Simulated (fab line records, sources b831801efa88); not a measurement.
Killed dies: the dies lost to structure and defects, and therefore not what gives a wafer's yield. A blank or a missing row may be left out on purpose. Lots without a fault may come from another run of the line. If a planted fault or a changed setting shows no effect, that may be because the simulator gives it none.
The tool behind it: which one? -- flow sfqLine -- 14 lots, 42 wafers sampled, at 5 steps of a route of 325

## WHAT EACH GAUGE READ, for each wafer
SFQ_INCOMING_BOW_MEAS_900.
lot,measured,on,INCOMING_BOW (um)
L563,day 1 20:02,filmMetro-03,-6 1 -2
L564,day 2 01:02,filmMetro-03,3 13 -6
L572,day 3 17:00,filmMetro-02,-4 -13 3
L573,day 3 22:00,filmMetro-03,-6 0 -3
L574,day 4 03:01,filmMetro-02,-12 -10 -1
L575,day 4 08:01,filmMetro-02,10 -6 -11
L576,day 4 13:01,filmMetro-01,12 11 6
L577,day 4 18:04,filmMetro-02,-4 0 -1
L579,day 5 04:01,filmMetro-01,4 -2 4
L580,day 5 09:01,filmMetro-02,-2 11 -4
L581,day 5 14:00,filmMetro-03,3 -7 7
L582,day 5 19:00,filmMetro-03,3 -1 4
L583,day 6 00:02,filmMetro-03,17 4 -8
L584,day 6 05:04,filmMetro-02,-4 0 2

SFQ_M1_RS_MEAS_909: the measuring method here is four-point-probe.
lot,measured,on,M1_NB_RS (ohm/sq)
L563,day 15 21:44,filmMetro-02,0.885 0.892 0.889
L564,day 16 17:37,filmMetro-01,0.895 0.887 0.891
L572,day 19 22:25,filmMetro-01,- - -
L573,day 20 21:01,filmMetro-03,- - -
L574,day 21 05:26,filmMetro-01,0.900 0.911 0.908
L575,day 21 11:26,filmMetro-01,0.888 0.884 0.890
L576,day 21 15:02,filmMetro-02,0.901 0.898 0.902
L577,day 21 17:29,filmMetro-03,0.880 0.876 0.884
L579,day 21 21:02,filmMetro-02,0.898 0.910 0.903
L580,day 22 01:50,filmMetro-01,0.895 0.892 0.894
L581,day 22 05:26,filmMetro-03,0.893 0.885 0.889
L582,day 22 10:14,filmMetro-02,0.891 0.882 0.888
L583,day 22 11:29,filmMetro-03,0.888 0.891 0.894
L584,day 22 14:01,filmMetro-02,0.893 0.890 0.890

## EACH LOT AND THE TOOL THAT RAN IT (in order: tool; ch and the chambers of the sampled wafers; start)
lot,SFQ_TRILAYER_L0_VIA_BARC_OPEN_VIA_ETCH_021,SFQ_TRILAYER_M0_ETCH_METAL_ETCH_024,SFQ_TRILAYER_M1_DEP_SPUTTER_037
L563,"rieDiel-01 ch 0,1,2, day 6 22:47","rieMetal-01 ch 0,1, day 11 05:13","pvdSputter-04, day 15 21:36"
L564,"rieDiel-01 ch 0,3, day 7 07:11","rieMetal-01 ch 0,1, day 11 16:47","pvdSputter-04, day 16 17:29"
L572,"rieDiel-02 ch 1,3, day 10 20:43","rieMetal-03 ch 0, day 15 05:49","pvdSputter-06, day 19 22:20"
L573,"rieDiel-01 ch 0,2, day 11 11:07","rieMetal-03 ch 0,1, day 15 23:05","pvdSputter-03, day 20 20:56"
L574,"rieDiel-02 ch 0,1,3, day 11 12:19","rieMetal-03 ch 1, day 16 01:29","pvdSputter-06, day 21 05:20"
L575,"rieDiel-04 ch 1,2,3, day 11 13:31","rieMetal-02 ch 0,1, day 16 05:48","pvdSputter-04, day 21 11:20"
L576,"rieDiel-02 ch 1,2,3, day 11 15:55","rieMetal-02 ch 0,1, day 16 08:32","pvdSputter-03, day 21 14:56"
L577,"rieDiel-04 ch 1,2,3, day 11 17:08","rieMetal-02 ch 0,1, day 16 10:38","pvdSputter-06, day 21 17:20"
L579,"rieDiel-02 ch 0,1,3, day 11 19:31","rieMetal-02 ch 0,1, day 16 14:12","pvdSputter-03, day 21 20:56"
L580,"rieDiel-04 ch 1,2,3, day 11 20:43","rieMetal-02 ch 0,1, day 16 15:24","pvdSputter-03, day 22 01:44"
L581,"rieDiel-01 ch 2,3, day 11 21:55","rieMetal-01 ch 0,1, day 16 19:00","pvdSputter-06, day 22 05:21"
L582,"rieDiel-02 ch 0,1,3, day 11 23:15","rieMetal-02 ch 0,1, day 16 20:12","pvdSputter-04, day 22 10:09"
L583,"rieDiel-04 ch 1,2, day 12 00:19","rieMetal-01 ch 0,1, day 16 21:26","pvdSputter-03, day 22 11:21"
L584,"rieDiel-01 ch 0,2,3, day 12 01:32","rieMetal-01 ch 0,1, day 16 22:38","pvdSputter-06, day 22 13:52"
- SFQ_TRILAYER_L0_VIA_BARC_OPEN_VIA_ETCH_021: etches BARC in O2, target depth 125 nm, time 41.7 s.
- SFQ_TRILAYER_M0_ETCH_METAL_ETCH_024: etches Nb in Cl2/Ar, stops on SiO2, target depth 240 nm, time 120 s.
- SFQ_TRILAYER_M1_DEP_SPUTTER_037: material Nb, target thk 200 nm, time 133.3 s.

## AS READ BY THE TOOLS THEMSELVES (means over the sampled wafers that have a number; for cases with no such wafer, the mark the record gives instead)
SFQ_TRILAYER_L0_VIA_BARC_OPEN_VIA_ETCH_021.
lot,tool,drypumpMotorCurrentA (A),oesProductAu (a.u.)
L563,rieDiel-01,6.2,0.690
L564,rieDiel-01,6.4,0.688
L572,rieDiel-02,5.9,0.687
L573,rieDiel-01,5.8,0.684
L574,rieDiel-02,6.0,0.687
L575,rieDiel-04,5.8,0.688
L576,rieDiel-02,5.7,0.685
L577,rieDiel-04,5.8,0.691
L579,rieDiel-02,6.0,0.690
L580,rieDiel-04,5.8,0.691
L581,rieDiel-01,5.7,0.690
L582,rieDiel-02,6.0,0.689
L583,rieDiel-04,5.8,0.689
L584,rieDiel-01,6.0,0.685

SFQ_TRILAYER_M0_ETCH_METAL_ETCH_024.
lot,tool,drypumpMotorCurrentA (A),oesProductAu (a.u.)
L563,rieMetal-01,5.6,0.888
L564,rieMetal-01,5.9,0.898
L572,rieMetal-03,6.6,0.887
L573,rieMetal-03,6.3,0.893
L574,rieMetal-03,6.1,0.898
L575,rieMetal-02,5.8,0.893
L576,rieMetal-02,5.5,0.887
L577,rieMetal-02,5.5,0.882
L579,rieMetal-02,5.5,0.890
L580,rieMetal-02,5.5,0.893
L581,rieMetal-01,5.6,0.885
L582,rieMetal-02,5.8,0.889
L583,rieMetal-01,5.6,0.894
L584,rieMetal-01,5.9,0.896

SFQ_TRILAYER_M1_DEP_SPUTTER_037.
lot,tool,basePressurePa (Pa),cathodeDcPowerW (W),throttleValvePct (%)
L563,pvdSputter-04,1.31e-06,2000.1,29.6
L564,pvdSputter-04,1.26e-06,1999.8,29.6
L572,pvdSputter-06,-,-,-
L573,pvdSputter-03,-,-,-
L574,pvdSputter-06,1.36e-06,2000.0,29.5
L575,pvdSputter-04,1.32e-06,2000.2,30.4
L576,pvdSputter-03,1.30e-06,2000.0,31.0
L577,pvdSputter-06,1.38e-06,2000.3,28.4
L579,pvdSputter-03,1.30e-06,1999.9,29.7
L580,pvdSputter-03,1.35e-06,2000.0,29.6
L581,pvdSputter-06,1.32e-06,2000.1,29.3
L582,pvdSputter-04,1.37e-06,2000.0,29.6
L583,pvdSputter-03,1.33e-06,2000.0,30.3
L584,pvdSputter-06,1.32e-06,2000.0,29.8

## THE ANSWER, worked out from the rows above alone
Rule: the usual values come from the lots themselves. The widest of any qualifying gaps counts: lots, ordered by their means at a reading, are off when they make up no more than a third of the lots, leave a main group of 4 or more, and stand apart from it by 3 or more times the standard deviation of that group's means. A main group whose means are all the same, to the digits that the tables above print for the reading, isn't used. A lot without any number at a reading at which 4 lots or more have one is off too. The other lots that the step has rows for count as sound. After the gauges, taken in route order, come the tools' own readings; for these a lot's mean is taken, as printed above. At the first step where some lot is off, the reading lying furthest off is the one used; lots without a number count as furthest.
Off: L572, L573, seen at SFQ_M1_RS_MEAS_909 (M1_NB_RS). Without a number there: L572, L573. For the main group the mean is 0.892 ohm/sq and the standard deviation 0.0072.
If a tool, at a process step before that reading, ran all the lots that are off and no sound lot after the first of them, it fits. The gauges at SFQ_M1_RS_MEAS_909 aren't tried: what is off there is off at SFQ_TRILAYER_M1_DEP_SPUTTER_037 too, on other tools, and a gauge's error can't cause that. Not one of the candidates tried fits.

## WHAT THE SIMULATOR HAD INSERTED
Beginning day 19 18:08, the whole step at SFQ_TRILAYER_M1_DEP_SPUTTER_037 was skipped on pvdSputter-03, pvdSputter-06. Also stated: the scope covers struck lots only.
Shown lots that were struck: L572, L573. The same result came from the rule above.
